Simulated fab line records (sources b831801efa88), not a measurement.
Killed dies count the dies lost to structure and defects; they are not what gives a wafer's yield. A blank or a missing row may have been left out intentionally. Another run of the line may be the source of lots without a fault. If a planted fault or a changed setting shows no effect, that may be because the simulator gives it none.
Chamber matching    flow gf180mcu    GF_V1_CVD_00 on hdpcvd-01: 3 sister chambers
The step deposits SiO2, target thk 600 nm, time 100 s. 14 wafers are shown with their chamber, then 7 later ones without.

## EACH WAFER AND ITS CHAMBER
wafer   chamber  runLengthS (s)  pressureMtorr (mTorr)
L937.3  1        127.6           6.005
L937.4  1        127.9           6.005
L937.6  2        128.1           5.983
L938.2  2        128.6           5.980
L938.4  1        127.9           6.013
L938.5  0        127.6           5.991
L944.1  0        127.5           5.996
L944.2  2        128.1           6.012
L944.6  2        128.2           6.007
L953.3  2        128.1           5.997
L953.4  1        128.2           5.993
L953.6  0        128.1           6.002
L957.1  1        127.9           6.027
L957.4  2        127.9           6.013

SIGNATURES, as means of the wafers listed above
reading        chamber 0  chamber 1  chamber 2  scatter within a chamber
runLengthS     127.733    127.900    128.167    0.245
pressureMtorr  5.99633    6.00860    5.99867    0.0126
Rule: a wafer's distance from a chamber is the root of the sum, over the readings, of the square of ((its reading less the chamber's mean) divided by the reading's scatter). If the next closest chamber is less than 2 further off than the closest, the wafer can't be placed; otherwise it belongs to the closest. How the scatter is found: for the shown wafers, subtract from each reading the mean of its chamber, square and add these, divide the total by (wafers less chambers), then take the root.

## WAFERS WITHOUT THEIR CHAMBER
wafer   runLengthS (s)  pressureMtorr (mTorr)
L957.6  127.6           6.011
L958.2  127.5           5.997
L958.3  128.1           6.006
L958.5  127.9           6.001
L959.2  128.1           5.987
L959.4  128.1           5.993
L959.6  128.0           5.981

## WHICH CHAMBER EACH WENT THROUGH
wafer   from the rows above           in truth
L957.6  can't be placed: 1 or 0 or 2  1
L958.2  can't be placed: 0 or 1 or 2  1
L958.3  can't be placed: 2 or 1 or 0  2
L958.5  can't be placed: 1 or 0 or 2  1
L959.2  can't be placed: 2 or 0 or 1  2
L959.4  can't be placed: 2 or 1 or 0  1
L959.6  can't be placed: 2 or 0 or 1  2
Correctly placed: 0 of 7. From these rows, 7 cannot be placed; in 7 the true chamber is one of the candidates. 0 placed wrongly.
